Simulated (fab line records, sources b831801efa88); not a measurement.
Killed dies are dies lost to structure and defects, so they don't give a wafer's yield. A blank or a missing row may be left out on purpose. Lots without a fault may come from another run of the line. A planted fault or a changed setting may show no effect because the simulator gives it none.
fab line records | flow sfq_line
record lots=14 wafers=42 last_day=86
route steps=325 shown JJ@192 M5@198 A5B@210
lots that met no fault: from a run of the same line without faults
start_h: hours from the record's first day to the start of the lot's first wafer shown | wait_h: hours since the lot's step before | " the same as in the row above | L1.1+2: a row that stands for several wafers | - no value, or no start given | * or withheld: withheld | < > ~ a bound
route shown NAME@n: a module of which the file shows steps, and the number in the route of the first | usual: mean/standard deviation of fault-free wafers | same: alike in all rows | chamber/n: place in a boat | sites: the reading at each site | _std_site: their standard deviation | _edge_site: outer sites' mean less inner sites' | radius_mm: how far each site lies from the wafer's centre | mask NAME#n: copy n | behind: the tool/chamber that last shaped the wafer | hold: why the lot was held/for how many hours/how that ended | device: the transistor (n, p or np) that didn't switch | end of line: the same wafers' tests at the end of the route | a step without rows: its recipe alone | killed: dies lost to structure and defects at the first sort, not the wafer's yield | map: a wafer's dies, x killed, . not, _ none there
set.NAME: the setting as run; set.NAME@STEP: as run at that earlier step | model.NAME: the simulator's own value behind a step, which no gauge read
steps of the route over a sample of lots; a table a step, a row a wafer
services: from which hour (start_h, from the record's first day; less than 0 if before it) a tool's chamber was out of use, for how many hours, and why
## steps
# step SFQ_TRILAYER_JJ_CE_METRO_MEASURE_117
# usual cd_nm=700.3/1.4
# columns lot.wafer tool chamber start_h wait_h cd_nm
L950.1 cd_sem-02 - 1428.71 0.0 700.3
L950.5 " - " " 699.9
L950.6 " - " " 699.8
L951.1 cd_sem-01 - 1432.31 0.0 703.5
L951.3 " - " " 703.7
L951.4 " - " " 703.9
L952.2 cd_sem-02 - 1437.31 0.2 698.7
L952.4 " - " " 698.7
L952.6 " - " " 699.9
L953.2 cd_sem-01 - 1444.51 0.2 702.2
L953.5 " - " " 702.3
L953.6 " - " " 702.3
L954.1 cd_sem-02 - 1473.11 0.0 700.0
L954.5 " - " " 698.8
L954.6 " - " " 699.9
L956.2 cd_sem-02 - 1479.31 0.2 701.4
L956.4 " - " " 701.3
L956.6 " - " " 701.3
L957.2 cd_sem-01 - 1508.34 0.2 699.2
L957.4 " - " " 698.5
L957.6 " - " " 700.5
L959.3 cd_sem-01 - 1512.14 0.4 698.1
L959.5 " - " " 697.9
L959.6 " - " " 698.2
L960.3 cd_sem-02 - 1513.34 0.4 702.2
L960.4 " - " " 700.5
L960.5 " - " " 701.2
L963.3 cd_sem-02 - 1520.54 0.4 702.8
L963.4 " - " " 703.6
L963.6 " - " " 703.1
L964.1 cd_sem-01 - 1528.54 0.0 700.9
L964.5 " - " " 699.1
L964.6 " - " " 700.5
L966.1 cd_sem-01 - 1533.34 0.0 699.9
L966.3 " - " " 700.5
L966.4 " - " " 699.6
L967.1 cd_sem-02 - 1534.54 0.0 698.6
L967.3 " - " " 698.8
L967.4 " - " " 698.5
L970.2 cd_sem-01 - 1558.99 0.2 698.8
L970.3 " - " " 700.0
L970.4 " - " " 699.9
# step SFQ_TRILAYER_JJ_CE_STRIP_STRIP_120
# recipe gas=O2 power_w=200 platen_temp_c=40 overash_fraction=0.65 chemistry=O2 pressure_mtorr=50
# usual drypump_motor_current_A=5.72/0.29 oes_product_au=1.000/0.013
# columns lot.wafer tool chamber start_h wait_h drypump_motor_current_A oes_product_au rf_hours_counter_h
L950.1 rie_metal-03 0 1430.61 0.0 5.91 0.984 3
L950.5 " 1 " " 5.96 1.015 -
L950.6 " 0 " " 5.95 0.991 -
L951.1 rie_metal-02 1 1434.21 0.0 5.73 0.994 118
L951.3 " 1 " " 5.73 0.987 -
L951.4 " 0 " " 5.65 1.003 -
L952.2 rie_metal-03 1 1439.01 0.0 5.95 1.017 53
L952.4 " 1 " " 5.95 1.021 -
L952.6 " 1 " " 5.95 1.005 -
L953.2 rie_metal-03 1 1446.21 0.0 5.94 1.022 54
L953.5 " 1 " " 5.95 1.020 -
L953.6 " 0 " " 5.92 1.005 -
L954.1 rie_metal-04 1 1475.05 0.0 5.83 1.017 56
L954.5 " 1 " " 5.79 1.020 -
L954.6 " 0 " " 5.00 1.008 -
L956.2 rie_metal-02 0 1481.01 0.0 5.64 1.009 68
L956.4 " 0 " " 5.65 1.010 -
L956.6 " 0 " " 5.66 1.009 -
L957.2 rie_metal-02 0 1510.08 0.0 5.64 1.002 76
L957.4 " 0 " " 5.65 0.994 -
L957.6 " 0 " " 5.66 1.001 -
L959.3 rie_metal-04 1 1514.03 0.4 5.83 1.014 -
L959.5 " 1 " " 5.79 1.008 -
L959.6 " 1 " " 5.84 1.016 -
L960.3 rie_metal-02 0 1515.53 0.2 5.69 1.010 -
L960.4 " 1 " " 5.73 0.985 -
L960.5 " 1 " " 5.75 0.997 -
L963.3 rie_metal-04 1 1522.43 0.4 5.83 1.007 -
L963.4 " 1 " " 5.84 1.001 -
L963.6 " 1 " " 5.84 1.001 -
L964.1 rie_metal-03 1 1530.43 0.0 5.97 0.988 68
L964.5 " 1 " " 5.95 0.991 -
L964.6 " 0 " " 5.92 0.974 -
L966.1 rie_metal-02 1 1535.23 0.0 5.76 0.993 3
L966.3 " 0 " " 5.63 1.002 -
L966.4 " 1 " " 5.76 0.982 -
L967.1 rie_metal-04 0 1536.48 0.0 5.00 0.990 1
L967.3 " 1 " " 5.83 1.010 -
L967.4 " 0 " " 5.01 0.984 -
L970.2 rie_metal-04 0 1560.68 0.0 5.02 0.977 3
L970.3 " 1 " " 5.83 1.007 -
L970.4 " 0 " " 5.01 0.993 -
# step SFQ_TRILAYER_M5_LITHO_COAT_128
# recipe resist=BARC spin_rpm=3000 resist_thk_nm=62
# columns lot.wafer tool chamber start_h wait_h
L950.1+5+6 litho_track-04 0 1431.56 0.0
L951.1+3+4 litho_track-03 0 1435.16 0.0
L952.2+4+6 litho_track-03 0 1439.83 0.1
L953.2+5+6 litho_track-03 0 1447.03 0.1
L954.1+5+6 litho_track-01 0 1475.83 0.0
L956.2+4+6 litho_track-04 0 1481.83 0.1
L957.2+4+6 litho_track-04 0 1510.90 0.1
L959.3+5+6 litho_track-01 0 1515.12 0.1
L960.3+4+5 litho_track-03 0 1516.21 0.1
L963.3+4+6 litho_track-04 0 1523.51 0.1
L964.1+5+6 litho_track-04 0 1531.22 0.0
L966.1+3+4 litho_track-01 0 1536.02 0.0
L967.1+3+4 litho_track-03 0 1537.25 0.0
L970.2+3+4 litho_track-03 0 1561.51 0.1
# step SFQ_TRILAYER_M5_BARC_OPEN_METAL_ETCH_161
# recipe mask_material=PR chemistry=O2 target_depth_nm=125 target=BARC icp_w=600 bias_w=80 pressure_mtorr=10 time_s=41.7
# usual drypump_motor_current_A=5.8/0.4 oes_product_au=0.686/0.0048
# columns lot.wafer tool chamber start_h wait_h drypump_motor_current_A oes_product_au rf_hours_counter_h
L950.1 rie_metal-03 0 1433.84 0.0 5.9 0.689 3
L950.5 " 1 " " 6.0 0.688 -
L950.6 " 0 " " 5.9 0.689 -
L951.1 rie_metal-04 1 1438.31 0.0 5.8 0.685 51
L951.3 " 0 " " 5.0 0.687 -
L951.4 " 1 " " 5.8 0.682 -
L952.2 rie_metal-04 0 1447.81 0.0 5.0 0.683 109
L952.4 " 1 " " 5.8 0.681 -
L952.6 " 0 " " 5.0 0.686 -
L953.2 rie_metal-04 1 1453.81 0.0 5.8 0.686 53
L953.5 " 1 " " 5.8 0.688 -
L953.6 " 0 " " 5.0 0.683 -
L954.1 rie_metal-03 1 1480.54 0.0 6.0 0.687 60
L954.5 " 1 " " 6.0 0.689 -
L954.6 " 0 " " 5.9 0.683 -
L956.2 rie_metal-01 0 1486.54 0.0 6.1 0.684 19
L956.4 " 1 " " 6.3 0.697 -
L956.6 " 1 " " 6.3 0.696 -
L957.2 rie_metal-04 1 1616.64 0.0 5.8 0.687 77
L957.4 " 0 " " 5.0 0.681 -
L957.6 " 0 " " 5.0 0.683 -
L959.3 rie_metal-01 0 1621.46 0.0 6.1 0.685 -
L959.5 " 1 " " 6.3 0.683 -
L959.6 " 0 " " 6.2 0.691 -
L960.3 rie_metal-03 1 1622.66 0.0 6.0 0.684 -
L960.4 " 0 " " 5.9 0.691 -
L960.5 " 0 " " 5.9 0.682 -
L963.3 rie_metal-03 0 1632.26 0.0 5.9 0.715 -
L963.4 " 1 " " 6.0 0.718 -
L963.6 " 1 " " 6.0 0.718 -
L964.1 rie_metal-04 0 1638.24 0.0 5.0 0.715 15
L964.5 " 1 " " 5.8 0.718 -
L964.6 " 0 " " 5.0 0.723 -
L966.1 rie_metal-04 1 1646.12 0.0 5.8 0.681 83
L966.3 " 0 " " 5.0 0.685 -
L966.4 " 1 " " 5.8 0.677 -
L967.1 rie_metal-03 0 1647.32 0.0 5.9 0.684 37
L967.3 " 0 " " 5.9 0.692 -
L967.4 " 1 " " 6.0 0.687 -
L970.2 rie_metal-03 1 1671.26 0.0 6.0 0.685 89
L970.3 " 1 " " 6.0 0.684 -
L970.4 " 0 " " 5.9 0.688 -
# step SFQ_TRILAYER_A5B_CMP_CMP_130
# recipe stop_on=Nb down_force_psi=3 platen_rpm=60 target_thk_nm=340.7
# usual motor_current_A=10.0/1.5 platen_rpm=60.00/0.04
# columns lot.wafer tool chamber start_h wait_h motor_current_A platen_rpm
L950.1 cmp-01 1 1435.78 0.8 10.3 60.03
L950.5 " 0 1437.28 2.3 9.0 60.02
L950.6 " 1 " " 9.7 60.01
L951.4 cmp-02 2 1442.05 2.6 9.4 59.97
L951.3 " 3 " " 9.2 60.02
L951.1 " 0 " " 10.2 59.98
L952.4 cmp-01 1 1453.28 4.3 10.2 60.00
L952.2 " 0 1454.78 5.9 9.3 59.97
L952.6 " 2 1455.78 6.8 7.9 60.03
L953.2 cmp-02 3 1457.05 2.2 9.6 59.94
L953.6 " 2 1458.55 3.6 8.8 60.04
L953.5 " 3 " " 9.4 60.04
L954.1 cmp-02 1 1482.16 0.5 11.2 60.01
L954.5 " 0 1483.66 2.0 10.0 60.01
L954.6 " 1 " " 11.4 59.98
L956.2 cmp-02 0 1490.66 3.0 10.2 60.04
L956.4 " 2 1491.66 4.0 9.4 59.94
L956.6 " 0 1492.66 5.0 9.7 59.97
L957.2 cmp-02 1 1618.26 0.5 11.9 60.00
L957.4 " 3 1619.26 1.5 9.4 59.96
L957.6 " 0 " " 9.9 60.01
L959.3 cmp-02 1 1623.06 0.5 11.0 59.98
L959.6 " 0 1624.56 2.0 10.0 59.99
L959.5 " 1 " " 12.1 60.00
L960.3 cmp-02 1 1626.06 2.3 11.9 60.06
L960.4 " 2 " " 9.0 59.94
L960.5 " 0 1627.56 3.8 10.3 59.90
L963.3 cmp-01 0 1633.36 0.0 8.0 60.02
L963.4 " 3 1634.86 1.5 13.5 59.97
L963.6 " 0 " " 8.3 60.04
L964.1 cmp-01 2 1640.36 1.0 8.1 59.96
L964.5 " 0 1641.36 2.0 8.2 60.03
L964.6 " 1 " " 10.7 59.99
L966.1 cmp-02 0 1647.24 0.0 9.7 59.92
L966.3 " 1 " " 11.2 59.97
L966.4 " 2 " " 9.4 59.98
L967.1 cmp-02 3 1650.24 1.8 9.1 60.01
L967.4 " 1 1651.24 2.8 11.3 60.03
L967.3 " 2 " " 9.3 59.98
L970.3 cmp-01 1 1672.38 0.0 10.6 60.04
L970.2 " 2 " " 8.0 59.93
L970.4 " 0 1673.88 1.5 8.9 59.95
## services
# columns tool chamber start_h hours kind
cmp-02 - 1422.28 3.3 repair
cmp-01 - 1427.95 4.3 pm
cd_sem-02 - 1431.47 0.5 pm
cmp-02 - 1437.55 4.0 pm
rie_metal-02 - 1437.83 1.4 pm
cmp-01 - 1438.62 1.3 repair
cmp-01 - 1475.50 5.6 repair
cd_sem-01 - 1490.01 1.1 pm
cmp-01 - 1491.22 2.4 repair
cmp-01 - 1494.82 0.2 repair
cmp-01 - 1502.34 3.4 repair
cmp-02 - 1511.66 4.4 pm
cd_sem-02 - 1514.14 1.6 pm
cmp-01 - 1519.82 2.5 repair
cd_sem-02 - 1527.81 0.3 pm
cmp-01 - 1534.53 7.3 repair
cmp-02 - 1543.98 5.0 repair
cd_sem-01 - 1569.80 1.5 pm
cd_sem-01 - 1572.58 0.5 pm
cd_sem-02 - 1581.69 0.6 pm
cmp-02 - 1585.66 1.8 repair
cmp-01 - 1593.42 4.0 pm
cd_sem-02 - 1615.47 0.6 pm
cd_sem-01 - 1669.87 0.3 pm
## key
first_sign step=SFQ_TRILAYER_M5_BARC_OPEN_METAL_ETCH_161 reading=oes_product_au direction=up sigmas=6.7 usual=0.686 struck=0.718
effect none on later readings
met_at SFQ_TRILAYER_M5_LITHO_COAT_128
struck_lots L963,L964
not_acting_at SFQ_TRILAYER_JJ_CE_METRO_MEASURE_117,SFQ_TRILAYER_JJ_CE_STRIP_STRIP_120,SFQ_TRILAYER_A5B_CMP_CMP_130
onset_between 1510.90 1523.51
fault kind=process_parameter_drift tool=litho_track-04 chamber=- onset_h=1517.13 steps=SFQ_TRILAYER_M5_LITHO_COAT_128 channel=resist_thk_nm offset=5.9506 shape=step end_h=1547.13 acts_in=these_recipes_only stated=62
